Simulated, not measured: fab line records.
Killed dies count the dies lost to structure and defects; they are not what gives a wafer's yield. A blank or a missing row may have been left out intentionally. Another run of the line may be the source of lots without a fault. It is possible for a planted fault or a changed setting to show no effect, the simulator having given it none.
What tool caused it?	flow gf180mcu	24 lots with 72 wafers sampled at 5 steps, on a route of 602 steps

## WHAT THE GAUGES READ, wafer by wafer
GF_SAB_OVL_MEAS_10. Usual: for SAB_OVL the level is 0.3 nm and the standard deviation is 1.3.
lot	measured	on	SAB_OVL (nm)	flag
L074	day 15 00:46	overlay-02	-0.3 -0.9 -0.8	
L075	day 15 09:25	overlay-02	-1.1 -0.5 -1.2	
L076	day 15 20:21	overlay-02	-1.3 -1.2 -3.4	
L077	day 16 05:52	overlay-02	-2.4 -0.8 -2.7	
L078	day 16 15:10	overlay-01	0.5 -0.3 0.8	
L079	day 16 23:42	overlay-01	0.9 0.7 1.1	
L080	day 17 04:22	overlay-02	-0.1 -0.6 1.1	
L081	day 17 20:21	overlay-02	0.4 1.8 -0.4	
L082	day 17 20:54	overlay-02	1.3 2.6 1.3	
L083	day 18 11:34	overlay-02	0.1 0.3 -0.7	
L084	day 18 18:27	overlay-01	0.3 -0.6 0.0	
L085	day 19 09:24	overlay-02	1.0 1.2 -0.2	
L086	day 19 13:42	overlay-01	0.5 1.0 -0.5	
L087	day 19 19:40	overlay-02	2.6 2.7 1.7	
L088	day 20 07:36	overlay-01	-1.2 0.0 -0.3	
L089	day 20 14:10	overlay-01	1.6 3.3 2.5	
L090	day 20 19:31	overlay-01	1.3 -0.9 1.5	
L091	day 21 05:24	overlay-02	-0.9 0.6 -0.5	
L092	day 21 12:54	overlay-02	-0.7 -0.8 0.2	
L093	day 21 22:12	overlay-01	-0.4 1.9 1.9	
L094	day 22 08:54	overlay-01	0.4 -0.5 0.8	
L095	day 22 16:00	overlay-02	2.9 1.3 2.1	
L096	day 22 20:52	overlay-01	-2.8 -1.9 -2.4	
L097	day 23 12:21	overlay-01	3.0 2.1 2.2	

GF_CONTACT_BOW_MEAS_05. Usual: for CONTACT_BOW the level is 65 um and the standard deviation is 6.4.
lot	measured	on	CONTACT_BOW (um)	flag
L074	day 15 02:14	film metro-04	63 66 70	
L075	day 15 10:56	film metro-01	56 55 66	
L076	day 15 21:47	film metro-02	63 61 71	
L077	day 16 07:26	film metro-01	65 61 70	
L078	day 16 16:38	film metro-01	65 59 65	
L079	day 17 01:37	film metro-04	71 66 65	
L080	day 17 05:50	film metro-04	72 71 63	
L081	day 17 21:48	film metro-04	72 62 61	
L082	day 17 22:24	film metro-01	68 56 65	
L083	day 18 13:06	film metro-01	66 58 67	
L084	day 18 19:54	film metro-04	70 77 61	
L085	day 19 10:51	film metro-01	66 78 77	
L086	day 19 15:09	film metro-02	64 66 62	
L087	day 19 21:08	film metro-01	72 65 68	
L088	day 20 09:03	film metro-01	57 54 56	
L089	day 20 15:36	film metro-04	70 63 67	
L090	day 20 20:59	film metro-01	59 68 73	
L091	day 21 06:52	film metro-02	73 69 59	
L092	day 21 14:34	film metro-04	62 59 67	
L093	day 21 23:41	film metro-01	62 57 57	
L094	day 22 10:28	film metro-02	63 64 62	
L095	day 22 17:28	film metro-04	68 74 69	
L096	day 22 22:20	film metro-01	57 50 63	
L097	day 23 13:47	film metro-01	66 75 70	

GF_CONTACT_RS_MEAS_25: the measuring method here is four-point-probe. Usual: for CONTACT_W_RS the level is 0.380 ohm/sq and the standard deviation is 0.0044.
lot	measured	on	CONTACT_W_RS (ohm/sq)	flag
L074	day 16 00:34	film metro-02	0.384 0.388 0.389	
L075	day 16 08:58	film metro-04	0.383 0.387 0.387	
L076	day 16 20:34	film metro-04	0.379 0.381 0.377	
L077	day 17 06:41	film metro-01	0.379 0.385 0.386	
L078	day 17 16:38	film metro-02	0.377 0.389 0.379	
L079	day 18 01:36	film metro-02	0.369 0.377 0.380	
L080	day 18 05:48	film metro-02	0.383 0.387 0.383	
L081	day 18 22:55	film metro-01	0.377 0.386 0.384	
L082	day 18 23:32	film metro-04	0.378 0.383 0.378	
L083	day 19 14:49	film metro-04	0.378 0.371 0.374	
L084	day 19 21:19	film metro-04	0.382 0.378 0.377	
L085	day 20 12:28	film metro-04	0.379 0.379 0.376	
L086	day 20 16:13	film metro-01	0.383 0.385 0.380	
L087	day 20 22:27	film metro-02	0.384 0.376 0.376	
L088	day 21 10:24	film metro-02	0.380 0.376 0.383	
L089	day 21 15:29	film metro-01	0.380 0.381 0.380	
L090	day 21 21:17	film metro-02	0.384 0.381 0.383	
L091	day 22 07:47	film metro-02	0.379 0.373 0.374	
L092	day 22 15:25	film metro-01	0.375 0.377 0.375	
L093	day 23 00:28	film metro-01	0.379 0.378 0.376	
L094	day 23 10:44	film metro-01	0.380 0.380 0.384	
L095	day 23 16:57	film metro-02	0.384 0.385 0.384	
L096	day 23 21:26	film metro-02	0.377 0.374 0.378	
L097	day 24 12:25	film metro-01	0.378 0.377 0.379	

## EACH LOT AND THE TOOL THAT RAN IT (in order: tool; ch and the chambers of the sampled wafers; start)
lot	GF_VT_IMPLANT_STRIP_20	GF_CONTACT_STRIP_18
L074	plasma asher-01 ch 0,1, day 6 07:01	plasma asher-04 ch 0,1, day 16 00:03
L075	plasma asher-01 ch 0,1, day 6 12:16	plasma asher-02 ch 1, day 16 08:27
L076	plasma asher-04 ch 0,1, day 6 17:55	plasma asher-02 ch 0,1, day 16 20:03
L077	plasma asher-04 ch 0,1, day 7 01:45	plasma asher-02 ch 0,1, day 17 06:10
L078	plasma asher-04 ch 0,1, day 7 08:08	plasma asher-03 ch 0,1, day 17 16:07
L079	plasma asher-04 ch 1, day 7 13:49	plasma asher-02 ch 1, day 18 01:06
L080	plasma asher-01 ch 0,1, day 7 17:52	plasma asher-03 ch 0,1, day 18 05:17
L081	plasma asher-03 ch 0,1, day 8 03:31	plasma asher-04 ch 0,1, day 18 22:23
L082	plasma asher-01 ch 0,1, day 8 07:49	plasma asher-04 ch 0,1, day 18 23:02
L083	plasma asher-01 ch 0,1, day 8 16:35	plasma asher-02 ch 0,1, day 19 14:17
L084	plasma asher-01 ch 0,1, day 8 21:43	plasma asher-04 ch 0,1, day 19 20:48
L085	plasma asher-01 ch 0,1, day 9 04:34	plasma asher-04 ch 0,1, day 20 11:56
L086	plasma asher-01 ch 0,1, day 9 09:34	plasma asher-02 ch 0,1, day 20 15:42
L087	plasma asher-03 ch 0,1, day 9 15:50	plasma asher-04 ch 0,1, day 20 21:56
L088	plasma asher-03 ch 0,1, day 10 00:10	plasma asher-03 ch 0,1, day 21 09:53
L089	plasma asher-04 ch 0,1, day 10 04:04	plasma asher-02 ch 0,1, day 21 14:56
L090	plasma asher-01 ch 0,1, day 10 11:15	plasma asher-04 ch 0,1, day 21 20:47
L091	plasma asher-01 ch 0,1, day 10 17:28	plasma asher-02 ch 0,1, day 22 07:15
L092	plasma asher-01 ch 0,1, day 10 22:55	plasma asher-03 ch 0,1, day 22 14:55
L093	plasma asher-01 ch 0,1, day 11 08:13	plasma asher-03 ch 0,1, day 22 23:50
L094	plasma asher-01 ch 0,1, day 11 15:31	plasma asher-04 ch 0,1, day 23 10:13
L095	plasma asher-04 ch 0,1, day 11 20:04	plasma asher-04 ch 0,1, day 23 16:27
L096	plasma asher-04 ch 0,1, day 12 01:38	plasma asher-04 ch 0,1, day 23 20:56
L097	plasma asher-04 ch 0,1, day 12 13:34	plasma asher-04 ch 0,1, day 24 11:54
- GF_VT_IMPLANT_STRIP_20: strips in O2/N2.
- GF_CONTACT_STRIP_18: strips in O2/N2.

## WHAT THE TOOLS THEMSELVES READ (means of the sampled wafers that have a number; where no wafer has one, the mark that the record gives instead)
GF_VT_IMPLANT_STRIP_20. Usual: for chamber pressure mTorr, 1500.0 mTorr with a standard deviation of 1.4; for drypump motor current A, 5.7 A with a standard deviation of 0.36; for heater power w, 337 W with a standard deviation of 25; for o2 flow sccm, 3001 sccm with a standard deviation of 9.2; for oes product au, 0.717 a.u. with a standard deviation of 0.005; for platen temp c, 249.98 C with a standard deviation of 0.18; for strip time to endpoint s, 12.62 s with a standard deviation of 0.043.
lot	tool	chamber pressure mTorr (mTorr)	drypump motor current A (A)	heater power w (W)	o2 flow sccm (sccm)	oes product au (a.u.)	platen temp c (C)	strip time to endpoint s (s)	flag
L074	plasma asher-01	1498.8	5.9	334	2999	0.718	250.18	12.62	
L075	plasma asher-01	1501.2	5.9	318	2999	0.718	249.90	12.60	
L076	plasma asher-04	1499.2	5.3	360	2995	0.718	249.80	12.69	
L077	plasma asher-04	1499.8	5.4	357	2992	0.714	250.18	12.64	
L078	plasma asher-04	1500.2	5.3	352	3006	0.718	249.86	12.70	
L079	plasma asher-04	1500.0	5.4	369	2993	0.720	249.88	12.64	
L080	plasma asher-01	1500.5	5.9	317	3006	0.715	250.27	12.60	
L081	plasma asher-03	1500.3	5.8	346	3006	0.715	249.86	12.69	
L082	plasma asher-01	1500.1	5.9	333	2994	0.719	250.02	12.64	
L083	plasma asher-01	1500.5	5.9	335	3001	0.713	249.92	12.61	
L084	plasma asher-01	1499.5	5.9	332	3008	0.718	250.09	12.62	
L085	plasma asher-01	1500.0	5.9	339	2995	0.714	250.04	12.66	
L086	plasma asher-01	1500.1	5.9	331	2998	0.718	249.81	12.60	
L087	plasma asher-03	1500.6	6.2	324	3007	0.713	250.18	12.56	
L088	plasma asher-03	1498.4	5.8	346	2997	0.715	249.83	12.61	
L089	plasma asher-04	1498.3	5.3	360	2999	0.717	249.79	12.58	
L090	plasma asher-01	1500.7	5.9	323	3006	0.714	249.84	12.59	
L091	plasma asher-01	1499.8	5.9	319	3002	0.715	250.15	12.55	
L092	plasma asher-01	1501.5	5.9	333	3002	0.716	249.97	12.67	
L093	plasma asher-01	1500.8	5.9	319	3002	0.720	250.14	12.62	
L094	plasma asher-01	1500.5	5.9	320	3017	0.718	249.74	12.67	
L095	plasma asher-04	1500.2	5.3	346	3002	0.721	250.07	12.60	
L096	plasma asher-04	1499.8	5.3	366	3011	0.715	250.04	12.58	
L097	plasma asher-04	1500.7	5.3	356	2996	0.721	249.88	12.69	

GF_CONTACT_STRIP_18. Usual: chamber pressure mTorr 1500.1 mTorr, standard deviation 1.4; drypump motor current A 5.4 A, standard deviation 0.39; heater power w 339 W, standard deviation 30; o2 flow sccm 2999 sccm, standard deviation 9.2; oes product au 0.580 a.u., standard deviation 0.005; platen temp c 250.03 C, standard deviation 0.21.
lot	tool	chamber pressure mTorr (mTorr)	drypump motor current A (A)	heater power w (W)	o2 flow sccm (sccm)	oes product au (a.u.)	platen temp c (C)	flag
L074	plasma asher-04	1500.4	5.3	356	2994	0.583	250.08	
L075	plasma asher-02	1499.9	5.2	310	3009	0.579	250.19	
L076	plasma asher-02	1500.4	5.2	316	2992	0.582	250.10	
L077	plasma asher-02	1499.3	5.2	330	3004	0.581	250.08	
L078	plasma asher-03	1499.8	6.2	325	2991	0.580	249.84	
L079	plasma asher-02	1501.6	5.2	309	3015	0.583	250.24	
L080	plasma asher-03	1500.0	5.8	346	3001	0.576	250.28	
L081	plasma asher-04	1499.4	5.3	364	2995	0.579	249.87	
L082	plasma asher-04	1500.1	5.3	345	3005	0.581	249.97	
L083	plasma asher-02	1500.5	5.2	323	2994	0.577	249.92	
L084	plasma asher-04	1498.7	5.3	344	3003	0.577	249.95	
L085	plasma asher-04	1498.4	5.3	362	2994	0.583	249.87	
L086	plasma asher-02	1498.2	5.2	318	3006	0.579	249.97	
L087	plasma asher-04	1501.1	5.4	359	3006	0.581	250.13	
L088	plasma asher-03	1499.7	5.7	341	2989	0.583	250.15	
L089	plasma asher-02	1500.0	5.2	331	2998	0.581	250.11	
L090	plasma asher-04	1501.2	5.3	365	2997	0.576	249.89	
L091	plasma asher-02	1501.2	5.2	325	2999	0.579	250.03	
L092	plasma asher-03	1500.4	6.1	322	3010	0.575	250.29	
L093	plasma asher-03	1499.0	5.7	338	2993	0.582	250.05	
L094	plasma asher-04	1501.1	5.3	363	3003	0.584	249.88	
L095	plasma asher-04	1499.7	5.4	363	3004	0.577	250.06	
L096	plasma asher-04	1499.5	5.3	366	2993	0.581	249.91	
L097	plasma asher-04	1500.0	5.4	345	3003	0.582	250.13	

## THE ANSWER, worked out from the rows above alone
Rule: a lot counts as off when the mean over its wafers that have a number is more than 3 standard deviations away from the usual mean. A lot without any number at a reading at which 4 lots or more have one is off too. Any other lot the step has rows for is counted as sound. Order of review: gauges by route order, followed by the tools' own readings, for which a lot's mean as printed above is used. The first step at which some lot is off is used, and at that step the reading that is off furthest; a lot without a number counts as furthest.
No lot is off at any reading shown: from this, nothing can be told.

## WHAT HAD BEEN PUT IN BY THE SIMULATOR
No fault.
